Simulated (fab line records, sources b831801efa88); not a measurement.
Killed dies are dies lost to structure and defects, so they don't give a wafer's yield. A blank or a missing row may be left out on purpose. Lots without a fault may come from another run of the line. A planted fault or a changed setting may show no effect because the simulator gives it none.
Problem report in the 8D (eight disciplines) form, filled by code | flow gf180mcu | the parts of the form that need people (team, actions taken, sign-off) are left out

1. THE PROBLEM
exposure_dose_mJ_cm2 at GF_DNWELL_EXPOSE_04 reads a mean of 247.26 on 6 wafers of 2 lots; wafers without a fault read 260.02 with a standard deviation of 0.26. That is -49 standard deviations from the usual mean.
The step: exposes mask DNWELL, target cd 1700 nm.
First seen on wafer L872.1, day 4 22:22, on iline_stepper-02. The record holds 18 wafers of 6 lots with a number at this step. Rule for "out", or "out of limits": more than 4 standard deviations from the usual mean. The other wafers with a number count as sound.

2. WHAT IT IS AND WHAT IT IS NOT
question                    | is                     | is not
which readings at this step | exposure_dose_mJ_cm2   | -
which lots                  | L872, L874             | L863, L864, L876, L881
which wafers of those lots  | all that have a number | -
read on which tools         | iline_stepper-02       | iline_stepper-01
when                        | from day 4 22:22       | up to then (6 sound wafers); but 6 sound wafers of L876, L881 came after

3. SUSPECTS, AND WHAT RULES EACH OUT
Counting: a tool at a process step up to the reading stays a suspect if it ran every lot that is out and no sound lot after the first of them.
- cmp-01 at GF_STI_CMP_25 (polishes, stops on Si3N4, t overpolish 33 s, target thk 524.6 nm): kept. It ran every lot that is out, first L872 (day 4 13:08), and no sound lot after that.
- iline_stepper-02 at GF_DNWELL_EXPOSE_04 (exposes mask DNWELL, target cd 1700 nm): kept. It ran every lot that is out, first L872 (day 4 22:22), and no sound lot after that; its last sound lot up to then is L864 (day 3 04:23). Its own readings are out on those wafers: exposure_dose_mJ_cm2.
Left after counting: cmp-01 at GF_STI_CMP_25, iline_stepper-02 at GF_DNWELL_EXPOSE_04.

4. THE CAUSE (what the simulator had put in)
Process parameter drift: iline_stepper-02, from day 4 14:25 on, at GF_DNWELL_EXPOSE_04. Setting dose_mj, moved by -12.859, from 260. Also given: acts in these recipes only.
Counting left 2 suspects, and this tool is among them.

5. THE CHAIN OF EFFECTS, in route order
Each row: a reading whose mean over the struck wafers that have a number lies more than 3 standard deviations from the usual. Only readings for which the record gives a usual standard deviation are gone through. hours: the time from each lot's start at the first step in this table that gives one to its start at this step, as a median over the lots. sigmas: the change in usual standard deviations.
hours | step                | reading              | usual  | on struck wafers | change | sigmas
0     | GF_DNWELL_EXPOSE_04 | exposure_dose_mJ_cm2 | 260.02 | 247.26           | -12.75 | -49
The process steps in it:
- GF_DNWELL_EXPOSE_04: exposes mask DNWELL, target cd 1700 nm.

6. WHAT WOULD HAVE CAUGHT IT SOONER
In this record the first reading out of limits was taken at day 4 22:22, 8 hours after the fault began at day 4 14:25.
